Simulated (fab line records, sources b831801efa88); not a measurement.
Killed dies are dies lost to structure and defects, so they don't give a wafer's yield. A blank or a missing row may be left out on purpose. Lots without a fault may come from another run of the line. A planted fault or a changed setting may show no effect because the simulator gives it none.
Which tool did it? | flow gf180mcu | 6 lots, 18 wafers sampled, at 2 steps of a route of 602

WHAT THE GAUGES READ, wafer by wafer
GF_HV_LDD_RS_MEAS_53: measures by four-point-probe.
lot  | measured     | on            | HV_LDD_RS (ohm/sq)
L794 | day 12 13:07 | film_metro-04 | 419.4 418.2 417.7
L796 | day 13 02:38 | film_metro-04 | 417.9 418.9 419.0
L799 | day 14 06:29 | film_metro-04 | 419.2 418.3 418.8
L802 | day 15 21:20 | film_metro-04 | 419.9 420.5 420.0
L804 | day 16 14:46 | film_metro-01 | 419.0 418.8 418.0
L812 | day 19 06:25 | film_metro-04 | 374.0 372.7 372.7

WHICH TOOL RAN EACH LOT (tool, then ch and the chambers of the sampled wafers, then the start)
lot  | GF_HV_LDD_IMPLANT_35
L794 | implanter-02 ch 0, day 11 17:54
L796 | implanter-04 ch 0, day 12 06:55
L799 | implanter-03 ch 0, day 13 09:40
L802 | implanter-04 ch 0, day 14 23:25
L804 | implanter-02 ch 0, day 15 16:04
L812 | implanter-02 ch 0, day 18 06:03
- GF_HV_LDD_IMPLANT_35

THE ANSWER, worked out from the rows above alone
Rule: what is usual is taken from the lots themselves. Put in order of their means at a reading, lots are off if they are a third of the lots or fewer, leave a main group of 4 or more, and stand apart from it by a gap of 3 or more times the standard deviation of the main group's means; of several such gaps the widest counts. A main group whose means are all the same, to the digits that the tables above print for the reading, isn't used. A lot without any number at a reading at which 4 lots or more have one is off too. The other lots that the step has rows for count as sound.
Off: L812, at GF_HV_LDD_RS_MEAS_53 (HV_LDD_RS). The main group: mean 418.9 ohm/sq, standard deviation 0.62.
A tool fits if, at a process step before that reading, it ran every lot that is off, and no sound lot after the first of them. The gauges at GF_HV_LDD_RS_MEAS_53 are tried like those tools. Can't be told from this: 2 tools fit, implanter-02 at GF_HV_LDD_IMPLANT_35, film_metro-04 at GF_HV_LDD_RS_MEAS_53.

WHAT THE SIMULATOR HAD PUT IN
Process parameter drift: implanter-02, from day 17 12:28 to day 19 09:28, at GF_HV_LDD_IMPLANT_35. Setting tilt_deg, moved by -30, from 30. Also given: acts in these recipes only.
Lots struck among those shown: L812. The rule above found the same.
